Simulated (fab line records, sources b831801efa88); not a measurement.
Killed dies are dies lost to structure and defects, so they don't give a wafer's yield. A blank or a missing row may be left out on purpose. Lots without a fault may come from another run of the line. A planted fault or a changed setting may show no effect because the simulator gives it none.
fab line records | flow sky130
record lots=6 wafers=18 last_day=49
route steps=708 shown POLY_GATE@229 LDD_N@237 PAD_OPEN@708
lots that met no fault: from a run of the same line without faults
start_h: hours from the record's first day to the start of the lot's first wafer shown | wait_h: hours since the lot's step before | " the same as in the row above | L1.1+2: a row that stands for several wafers | - no value, or no start given | * or withheld: withheld | < > ~ a bound
route shown NAME@n: a module of which the file shows steps, and the number in the route of the first | usual: mean/standard deviation of fault-free wafers | same: alike in all rows | chamber/n: place in a boat | sites: the reading at each site | _std_site: their standard deviation | _edge_site: outer sites' mean less inner sites' | radius_mm: how far each site lies from the wafer's centre | mask NAME#n: copy n | behind: the tool/chamber that last shaped the wafer | hold: why the lot was held/for how many hours/how that ended | device: the transistor (n, p or np) that didn't switch | end of line: the same wafers' tests at the end of the route | a step without rows: its recipe alone | killed: dies lost to structure and defects at the first sort, not the wafer's yield | map: a wafer's dies, x killed, . not, _ none there
set.NAME: the setting as run; set.NAME@STEP: as run at that earlier step | model.NAME: the simulator's own value behind a step, which no gauge read
lots at some steps of the route; a table a step, a row a wafer
services: from which hour (start_h, from the record's first day; less than 0 if before it) a tool's chamber was out of use, for how many hours, and why
## steps
# step SKY_POLY_GATE_ETCH_15
# recipe chemistry=N2/H2 target=BARC ion_energy_ev=200 source_w=500 bias_w=100 pressure_mtorr=30 n2_flow_sccm=100 h2_flow_sccm=200 stop_on=SiO2 time_s=118.5 target_depth_a=1100
# usual drypump_motor_current_A=5.6/0.41 n2_flow_sccm=99.99/0.29 oes_product_au=0.716/0.0041 throttle_valve_pct=13.212/0.0089
# columns lot.wafer tool chamber start_h wait_h drypump_motor_current_A n2_flow_sccm oes_product_au rf_hours_counter_h throttle_valve_pct
L292.1 rie_diel-02 2 379.89 0.0 6.0 99.83 0.709 17 13.205
L292.5 " 0 " " 5.2 100.57 0.715 - 13.219
L292.6 " 3 " " 5.2 100.04 0.716 - 13.211
L294.1 rie_diel-03 1 399.14 0.0 5.0 100.03 0.721 6 13.215
L294.4 " 0 " " 5.7 99.86 0.723 15 13.207
L294.5 " 2 " " 5.4 99.60 0.718 - 13.222
L295.1 rie_diel-04 2 404.38 0.0 5.2 100.15 0.706 75 13.221
L295.2 " 0 " " 5.3 100.23 0.724 76 13.210
L295.5 " 2 " " 5.2 100.13 0.716 - 13.219
L297.1 rie_diel-04 2 421.43 0.0 5.2 99.90 0.715 75 13.217
L297.2 " 1 " " 5.8 100.29 0.711 63 13.204
L297.6 " 0 " " 5.3 100.24 0.713 - 13.213
L300.1 rie_diel-03 2 456.13 0.0 5.4 99.82 0.713 2 13.219
L300.2 " 3 " " 6.5 100.30 0.717 7 13.198
L300.5 " 0 " " 5.7 100.34 0.717 - 13.205
L311.3 rie_diel-02 1 542.59 0.0 5.5 99.46 0.716 78 13.208
L311.4 " 2 " " 6.0 99.99 0.718 20 13.214
L311.6 " 3 " " 5.2 99.66 0.725 - 13.229
# step SKY_POLY_GATE_ETCH_16
# recipe stop_on=poly-Si chemistry=CH3F/O2 target=Si3N4 source_w=400 bias_w=80 pressure_mtorr=25 ch3f_flow_sccm=40 O2_flow_sccm=30 time_s=147.5 target_depth_a=750
# usual drypump_motor_current_A=5.6/0.41 oes_product_au=0.639/0.0049 throttle_valve_pct=10.535/0.0094
# columns lot.wafer tool chamber start_h wait_h drypump_motor_current_A oes_product_au rf_hours_counter_h throttle_valve_pct
L292.1 rie_diel-02 2 379.97 0.0 6.0 0.637 17 10.541
L292.5 " 0 " " 5.2 0.644 - 10.531
L292.6 " 3 " " 5.2 0.646 - 10.532
L294.1 rie_diel-03 1 399.22 0.0 5.0 0.633 6 10.536
L294.4 " 0 " " 5.7 0.645 15 10.540
L294.5 " 2 " " 5.4 0.646 - 10.547
L295.1 rie_diel-04 2 404.46 0.0 5.3 0.644 75 10.550
L295.2 " 0 " " 5.3 0.631 76 10.513
L295.5 " 2 " " 5.3 0.633 - 10.549
L297.1 rie_diel-04 2 421.51 0.0 5.3 0.633 75 10.554
L297.2 " 1 " " 5.7 0.631 63 10.532
L297.6 " 0 " " 5.3 0.633 - 10.533
L300.1 rie_diel-03 2 456.21 0.0 5.4 0.642 2 10.526
L300.2 " 3 " " 6.5 0.631 7 10.522
L300.5 " 0 " " 5.7 0.637 - 10.530
L311.3 rie_diel-02 1 542.67 0.0 5.5 0.632 78 10.534
L311.4 " 2 " " 6.0 0.640 20 10.530
L311.6 " 3 " " 5.2 0.647 - 10.536
# step SKY_POLY_GATE_ETCH_17
# recipe target_depth_nm=180 stop_on=SiO2 over_etch_frac=0.56667 chemistry=HBr/Cl2 target=poly-Si icp_w=400 bias_w=100 pressure_mtorr=10 HBr_flow_sccm=150 Cl2_flow_sccm=50 time_s=70.5
# usual drypump_motor_current_A=6.0/0.58 oes_product_au=0.983/0.0079 throttle_valve_pct=33.685/0.01
# columns lot.wafer tool chamber start_h wait_h drypump_motor_current_A oes_product_au rf_hours_counter_h throttle_valve_pct
L292.1 rie_si-02 1 380.07 0.0 5.7 0.968 42 33.671
L292.5 " 3 " " 5.1 0.979 - 33.686
L292.6 " 0 " " 6.7 0.993 - 33.680
L294.1 rie_si-02 1 399.32 0.0 5.7 0.980 42 33.681
L294.4 " 2 " " 6.1 0.985 0 33.691
L294.5 " 0 " " 6.7 0.984 - 33.679
L295.1 rie_si-02 3 404.56 0.0 5.1 0.978 4 33.704
L295.2 " 2 " " 6.1 0.994 0 33.679
L295.5 " 2 " " 6.1 0.997 - 33.687
L297.1 rie_si-01 1 421.61 0.0 4.9 0.969 60 33.673
L297.2 " 3 " " 6.1 0.986 3 33.678
L297.6 " 0 " " 6.5 0.982 - 33.682
L300.1 rie_si-02 3 456.31 0.0 5.1 0.976 4 33.689
L300.2 " 2 " " 6.1 0.992 1 33.708
L300.5 " 1 " " 5.7 0.979 - 33.667
L311.3 rie_si-02 0 542.77 0.0 6.7 0.984 3 33.697
L311.4 " 2 " " 6.1 0.983 1 33.667
L311.6 " 1 " " 5.7 0.987 - 33.681
# step SKY_POLY_GATE_STRIP_18
# recipe chemistry=O2/N2 power_w=1400 pressure_mtorr=1500 platen_temp_c=withheld o2_flow_sccm=3000 n2_flow_sccm=300 overash_fraction=0.5
# usual drypump_motor_current_A=6.0/0.52 n2_flow_sccm=300.0/0.93 oes_product_au=0.362/0.0046 strip_time_to_endpoint_s=3.18/0.038
# columns lot.wafer tool chamber start_h wait_h drypump_motor_current_A n2_flow_sccm oes_product_au rf_hours_counter_h strip_time_to_endpoint_s
L292.1 plasma_asher-02 1 380.12 0.0 5.9 299.8 0.359 70 3.19
L292.5 " 0 " " 5.6 299.9 0.360 - 3.13
L292.6 " 1 " " 5.9 299.5 0.356 - 3.19
L294.1 plasma_asher-04 0 399.38 0.0 6.3 300.7 0.370 72 3.22
L294.4 " 1 " " 6.7 301.6 0.355 - 3.19
L294.5 " 0 " " 6.2 300.2 0.357 - 3.21
L295.1 plasma_asher-04 1 404.62 0.0 6.7 302.6 0.369 72 3.15
L295.2 " 0 " " 6.2 300.8 0.372 72 3.15
L295.5 " 0 " " 6.2 300.4 0.357 - 3.11
L297.1 plasma_asher-03 1 421.67 0.0 6.3 300.8 0.366 61 3.16
L297.2 " 0 " " 5.2 301.0 0.366 61 3.22
L297.6 " 0 " " 5.2 300.3 0.364 - 3.18
L300.1 plasma_asher-04 0 456.37 0.0 6.2 300.7 0.356 77 3.18
L300.2 " 1 " " 6.7 300.0 0.362 77 3.14
L300.5 " 0 " " 6.2 300.7 0.361 - 3.15
L311.3 plasma_asher-03 1 542.86 0.1 6.3 298.4 0.361 - 3.17
L311.4 " 0 " " 5.2 300.5 0.359 - 3.15
L311.6 " 0 " " 5.2 301.0 0.358 - 3.19
# step SKY_POLY_GATE_CLEAN_19
# recipe chemistry=SC1/SC2 mix=1:4:20 temp_c=70 time_s=150 dry=n2_spin
# step SKY_POLY_GATE_OXIDATION_20
# recipe temp_c=850 ambient=O2 stabilise_s=600 purge_s=300 target_thk_a=40 ox_time_s=899
# step SKY_POLY_GATE_THK_MEAS_21
# recipe reads=SiO2_of_POLY_GATE_OXIDATION_20
# usual POLY_GATE_OXIDATION_THK=4.01/0.073
# columns lot.wafer tool chamber start_h wait_h POLY_GATE_OXIDATION_THK[nm]
L292.1 film_metro-01 - 383.70 0.0 4.06
L292.5 " - " " 3.98
L292.6 " - " " 4.07
L294.1 film_metro-03 - 401.91 0.0 3.95
L294.4 " - " " 4.07
L294.5 " - " " 4.07
L295.1 film_metro-02 - 406.02 0.0 4.11
L295.2 " - " " 4.01
L295.5 " - " " 4.03
L297.1 film_metro-02 - 423.40 0.0 3.94
L297.2 " - " " 3.87
L297.6 " - " " 3.91
L300.1 film_metro-01 - 457.77 0.0 4.08
L300.2 " - " " 4.08
L300.5 " - " " 4.10
L311.3 film_metro-01 - 544.25 0.0 3.89
L311.4 " - " " 3.85
L311.6 " - " " 3.91
# step SKY_POLY_GATE_CD_MEAS_22
# usual cd_nm=149/3
# columns lot.wafer tool chamber start_h wait_h cd_nm
L292.1 cd_sem-01 - 383.76 0.1 151
L292.5 " - " " 147
L292.6 " - " " 149
L294.1 cd_sem-02 - 401.97 0.1 149
L294.4 " - " " 153
L294.5 " - " " 155
L295.1 cd_sem-02 - 406.08 0.1 145
L295.2 " - " " 146
L295.5 " - " " 150
L297.1 cd_sem-01 - 423.46 0.1 148
L297.2 " - " " 151
L297.6 " - " " 146
L300.1 cd_sem-01 - 457.83 0.1 152
L300.2 " - " " 151
L300.5 " - " " 151
L311.3 cd_sem-01 - 544.34 0.1 150
L311.4 " - " " 150
L311.6 " - " " 147
# step SKY_LDD_N_DEHYDRATE_00
# recipe temp_c=200 time_s=60
# step SKY_LDD_N_HMDS_01
# recipe prime_time_s=60 prime_temp_c=120
# step SKY_LDD_N_COAT_02
# recipe resist=NOVOLAK spin_rpm=3000 resist_thk_nm=300
# step SKY_LDD_N_SOFTBAKE_03
# recipe temp_c=88.91 time_s=60 resist=NOVOLAK
# step SKY_LDD_N_EXPOSE_04
# recipe mask_id=NTM target_cd_nm=840 na=0.6 source_shape=conventional sigma_outer=0.6 dose_mj=110
# same na=0.6
# columns lot.wafer tool chamber start_h wait_h mask model.LDD_N.overlay_x_nm
L292.1+5+6 iline_stepper-02 0 397.84 - NTM#0 -0.2691
L294.1+4+5 iline_stepper-01 0 417.34 - NTM#0 1.511
L295.1+2+5 iline_stepper-01 0 421.39 - NTM#0 0.7612
L297.1+2+6 iline_stepper-01 0 437.89 - NTM#0 -47.44
L300.1+2+5 iline_stepper-01 0 473.26 - NTM#0 -48.44
L311.3+4+6 iline_stepper-02 0 559.49 - NTM#0 0.2654
# step SKY_LDD_N_PEB_05
# recipe temp_c=withheld time_s=* resist=NOVOLAK
# step SKY_LDD_N_DEVELOP_06
# recipe develop_time_s=60 dev_temp_c=23
# step SKY_LDD_N_OVL_MEAS_07
# usual LDD_N_OVL=1.8/1.4
# columns lot.wafer tool chamber start_h wait_h hold LDD_N_OVL[nm]
L292.1 overlay-02 - 412.44 0.1 - 1.2
L292.5 " - " " - 1.5
L292.6 " - " " - -0.5
L294.1 overlay-02 - 431.64 0.1 - 2.7
L294.4 " - " " - 4.7
L294.5 " - " " - 2.9
L295.1 overlay-02 - 436.14 0.1 - 4.8
L295.2 " - " " - 4.2
L295.5 " - " " - 3.9
L297.1 overlay-02 - 453.73 0.1 await_dispo/0.2h/release -46.6
L297.2 " - " " await_dispo/0.2h/release -44.3
L297.6 " - " " await_dispo/0.2h/release -47.1
L297.1 overlay-02 - 453.93 0.2 - -45.7
L297.2 " - " " - -43.5
L297.6 " - " " - -46.8
L300.1 overlay-01 - 488.48 0.1 await_dispo/0.2h/release -47.9
L300.2 " - " " await_dispo/0.2h/release -48.3
L300.5 " - " " await_dispo/0.2h/release -47.8
L300.1 overlay-01 - 488.68 0.2 - -47.8
L300.2 " - " " - -47.3
L300.5 " - " " - -47.1
L311.3 overlay-01 - 573.74 0.1 - 1.2
L311.4 " - " " - 1.9
L311.6 " - " " - 0.5
# step SKY_PAD_OPEN_PROBE_99
# usual defect_limited_yield=82.6/1.9 killed_at_M0_to_M3=43/7.7 killed_at_M4_up=2.9/1.7 killed_at_contacts=24/5.5 killed_at_front_end=15/4 killed_at_other=0.4/0.66 killed_dies=86/9.4 killed_open=47/6.7 killed_short=38/6.2 sort_bin_3_pad_short=0.8/0.42 sort_bin_5_function=10.3/1.5 sort_bin_6_memory=6.4/1.1 sort_n_pass=406/9.4 sort_yield_pct=82.6/1.9
# same gross_dies=492 killed_at_back_side=0 sort_bin_4_leakage[%]=0 sort_bin_8_speed[%]=0
# columns lot.wafer tool chamber start_h wait_h defect_limited_yield[%] killed_at_M0_to_M3 killed_at_M4_up killed_at_contacts killed_at_front_end killed_at_other killed_dies killed_open killed_short sort_bin_3_pad_short[%] sort_bin_5_function[%] sort_bin_6_memory[%] sort_n_pass sort_yield_pct[%]
L292.1 prober-01 - 1081.70 0.1 84.6 29 5 21 20 1 76 39 37 0.8 9.8 4.9 416 84.6
L292.5 prober-01 - 1081.90 0.2 77.4 50 3 38 20 0 111 62 49 1.4 13.0 8.1 381 77.4
L292.6 prober-01 - 1081.95 0.2 82.5 36 3 30 17 0 86 49 36 0.6 11.4 5.5 406 82.5
L294.1 prober-01 - 1094.45 0.1 79.1 43 5 37 17 1 103 48 54 1.0 13.2 6.7 389 79.1
L294.4 prober-01 - 1094.60 0.2 84.3 33 4 23 17 0 77 41 36 0.6 8.9 6.1 415 84.3
L294.5 prober-01 - 1094.65 0.2 85.4 41 2 15 14 0 72 40 31 0.6 9.8 4.3 420 85.4
L295.1 prober-02 - 1096.15 0.1 80.5 50 0 25 21 0 96 38 57 1.2 10.8 7.5 396 80.5
L295.2 prober-02 - 1096.20 0.1 81.5 47 2 27 15 0 91 46 44 1.4 10.8 6.3 401 81.5
L295.5 prober-02 - 1096.35 0.2 81.3 44 2 30 16 0 92 53 38 1.2 10.0 7.5 400 81.3
L311.3 prober-02 - 1183.77 0.2 84.3 32 2 27 16 0 77 50 27 0.4 9.1 6.1 415 84.3
L311.4 prober-02 - 1183.82 0.2 83.7 47 3 14 15 1 80 43 36 0.8 8.9 6.5 412 83.7
L311.6 prober-02 - 1183.92 0.2 86.0 36 2 24 7 0 69 41 27 0.8 8.9 4.3 423 86.0
# killed by level:class
L292.1 VIA1:geometric_particle:open=10 FIELD_ISO:geometric_particle:short=7 CONTACT:geometric_particle:open=7 VIA3:geometric_particle:open=7 FIELD_ISO:geometric_particle:open=4 LOCAL_INTERCONNECT:geometric_particle:short=4 CONTACT:geometric_particle:short=4 POLY_GATE:geometric_particle:short=3
L292.5 VIA1:geometric_particle:open=16 CONTACT:geometric_particle:open=13 LOCAL_INTERCONNECT:geometric_particle:short=10 METAL1:geometric_particle:short=8 VIA2:geometric_particle:open=7 FIELD_ISO:geometric_particle:short=6 LI_CONTACT:geometric_particle:open=6 POLY_GATE:geometric_particle:short=5
L292.6 CONTACT:geometric_particle:open=11 LI_CONTACT:geometric_particle:open=7 VIA1:geometric_particle:open=7 METAL1:geometric_particle:short=7 FIELD_ISO:geometric_particle:open=6 VIA3:geometric_particle:open=5 LOCAL_INTERCONNECT:geometric_particle:short=4 CONTACT:geometric_particle:short=4
L294.1 CONTACT:geometric_particle:open=14 METAL2:geometric_particle:short=9 LI_CONTACT:geometric_particle:open=9 VIA1:geometric_particle:open=9 METAL1:geometric_particle:short=8 CONTACT:geometric_particle:short=7 VIA3:geometric_particle:short=5 METAL4:geometric_particle:short=5
L294.4 CONTACT:geometric_particle:open=10 METAL1:geometric_particle:short=8 FIELD_ISO:geometric_particle:short=6 LI_CONTACT:geometric_particle:open=6 VIA1:geometric_particle:open=5 VIA3:geometric_particle:open=5 POLY_GATE:geometric_particle:open=4 LI_CONTACT:geometric_particle:short=3
L294.5 VIA1:geometric_particle:open=9 LI_CONTACT:geometric_particle:open=6 VIA1:geometric_particle:short=6 VIA3:geometric_particle:open=6 FIELD_ISO:geometric_particle:open=4 CONTACT:geometric_particle:open=4 VIA2:geometric_particle:open=4 METAL3:geometric_particle:short=4
L295.1 METAL1:geometric_particle:short=9 LI_CONTACT:geometric_particle:open=8 VIA2:geometric_particle:open=8 CONTACT:geometric_particle:short=7 VIA1:geometric_particle:open=7 METAL2:geometric_particle:short=7 FIELD_ISO:geometric_particle:short=6 POLY_GATE:geometric_particle:short=6
L295.2 LI_CONTACT:geometric_particle:open=12 METAL1:geometric_particle:short=9 VIA1:geometric_particle:open=8 FIELD_ISO:geometric_particle:short=6 CONTACT:geometric_particle:open=6 METAL2:geometric_particle:short=6 VIA1:geometric_particle:short=5 VIA2:geometric_particle:open=5
L295.5 LI_CONTACT:geometric_particle:open=10 VIA2:geometric_particle:open=10 CONTACT:geometric_particle:open=9 VIA1:geometric_particle:open=8 VIA3:geometric_particle:open=5 CONTACT:geometric_particle:short=5 METAL1:geometric_particle:short=5 POLY_GATE:geometric_particle:open=4
L311.3 CONTACT:geometric_particle:open=12 VIA1:geometric_particle:open=9 VIA3:geometric_particle:open=6 VIA2:geometric_particle:open=4 LI_CONTACT:geometric_particle:open=4 LOCAL_INTERCONNECT:geometric_particle:short=4 CONTACT:geometric_particle:short=4 METAL1:geometric_particle:short=4
L311.4 VIA1:geometric_particle:open=13 FIELD_ISO:geometric_particle:open=6 METAL1:geometric_particle:short=6 LI_CONTACT:geometric_particle:open=5 LOCAL_INTERCONNECT:geometric_particle:short=4 VIA1:geometric_particle:short=4 VIA2:geometric_particle:open=4 VIA3:geometric_particle:open=4
L311.6 VIA1:geometric_particle:open=12 CONTACT:geometric_particle:open=9 VIA2:geometric_particle:open=7 LOCAL_INTERCONNECT:geometric_particle:short=6 LI_CONTACT:geometric_particle:open=5 METAL2:geometric_particle:short=5 FIELD_ISO:geometric_particle:short=2 SPACER:geometric_particle:open=2
## services
# columns tool chamber start_h hours kind
rie_diel-02 2 360.90 2.2 repair
plasma_asher-03 - 364.48 7.3 repair
rie_si-02 3 367.68 11.2 repair
iline_stepper-01 - 373.12 1.7 pm
rie_si-02 2 378.87 - clean
rie_si-02 2 378.87 17.4 scheduled_down
rie_si-02 2 378.87 17.4 vent_cycle
plasma_asher-04 - 384.16 4.2 repair
plasma_asher-02 - 385.04 21.0 repair
rie_diel-04 - 389.13 14.6 pm
iline_stepper-02 - 407.47 1.7 pm
iline_stepper-01 - 412.01 0.7 repair
plasma_asher-02 - 421.25 9.0 pm
rie_diel-03 2 430.03 2.6 repair
plasma_asher-03 - 475.92 3.0 repair
iline_stepper-01 - 479.25 14.0 repair
plasma_asher-03 - 492.63 7.9 repair
rie_diel-02 0 501.77 2.9 repair
plasma_asher-02 - 512.16 2.7 pm
rie_diel-02 2 517.24 14.0 repair
rie_si-01 1 533.03 7.0 repair
rie_si-02 1 551.81 - clean
rie_si-02 1 551.81 18.7 scheduled_down
rie_si-02 1 551.81 18.7 vent_cycle
## key
first_sign step=SKY_LDD_N_OVL_MEAS_07 reading=visit direction=added
effect step=SKY_LDD_N_OVL_MEAS_07 reading=LDD_N_OVL direction=down sigmas=34 usual=1.8 struck=-47.0
model_effect step=SKY_LDD_N_EXPOSE_04 value=LDD_N.overlay_x_nm without=0.7086 struck=-47.94
met_at SKY_LDD_N_EXPOSE_04
struck_wafers L297.1,L297.2,L297.6,L300.1,L300.2,L300.5
scrapped_behind SKY_LDD_N_OVL_MEAS_07 L297.1,L297.2,L297.6,L300.1,L300.2,L300.5
onset_between 421.39 437.89
fault kind=scanner_matching_overlay tool=iline_stepper-01 chamber=- onset_h=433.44 steps=SKY_LDD_N_EXPOSE_04 offset=-48.648
